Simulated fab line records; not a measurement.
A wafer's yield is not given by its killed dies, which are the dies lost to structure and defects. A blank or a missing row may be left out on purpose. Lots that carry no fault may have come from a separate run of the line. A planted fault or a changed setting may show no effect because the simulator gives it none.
Matching of chambers + flow sky130 + 4 sister chambers for SKY_LI_CONTACT_CMP_24 on cmp-02
The step polishes, stops on PSG, t overpolish 20 s, target thk 0 nm. 8 wafers are shown with their chamber, then 7 later ones without.

## WAFERS, EACH WITH ITS CHAMBER
| wafer  | chamber | motor_current_A (A) | overpolish_run_s (s) |
|--------|---------|---------------------|----------------------|
| L484.6 | 1       | 11.9                | 19.994               |
| L488.4 | 0       | 10.4                | 20.015               |
| L488.6 | 3       | 9.6                 | 20.000               |
| L489.2 | 2       | 12.1                | 19.993               |
| L489.4 | 3       | 9.2                 | 20.000               |
| L489.5 | 0       | 10.0                | 20.013               |
| L490.3 | 2       | 12.3                | 20.018               |
| L490.4 | 1       | 12.4                | 19.988               |

## WAFERS WHOSE CHAMBER IS MISSING
| wafer  | motor_current_A (A) | overpolish_run_s (s) |
|--------|---------------------|----------------------|
| L490.6 | 10.3                | 19.990               |
| L492.1 | 12.6                | 19.988               |
| L492.2 | 9.6                 | 20.001               |
| L492.4 | 12.1                | 20.010               |
| L493.2 | 12.0                | 19.992               |
| L493.4 | 12.2                | 19.990               |
| L493.6 | 10.5                | 19.999               |

## WHICH CHAMBER EACH ONE RAN IN
| wafer  | from the rows above     | in truth |
|--------|-------------------------|----------|
| L490.6 | can't be placed: 0 or 3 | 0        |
| L492.1 | can't be placed: 1 or 2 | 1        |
| L492.2 | can't be placed: 3 or 0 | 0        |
| L492.4 | can't be placed: 2 or 1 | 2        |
| L493.2 | can't be placed: 1 or 2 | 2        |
| L493.4 | can't be placed: 1 or 2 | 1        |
| L493.6 | 0                       | 0        |
Placed correctly: 1 of 7. Unplaceable from these rows: 6, with the true chamber sitting among the candidates in 6. Number placed wrongly: 0.
How it was worked out, from the rows above alone: a wafer's distance from a chamber is the root of the sum, over the readings, of the square of ((its reading less the chamber's mean) divided by the reading's scatter). The wafer belongs to the nearest chamber; if the next one is less than 2 further off, it can't be placed. The mean given for a chamber averages the wafers shown for that chamber. The scatter is the square root of a quotient: the sum, over the shown wafers, of each reading's squared deviation from its chamber's mean, divided by wafers minus chambers.
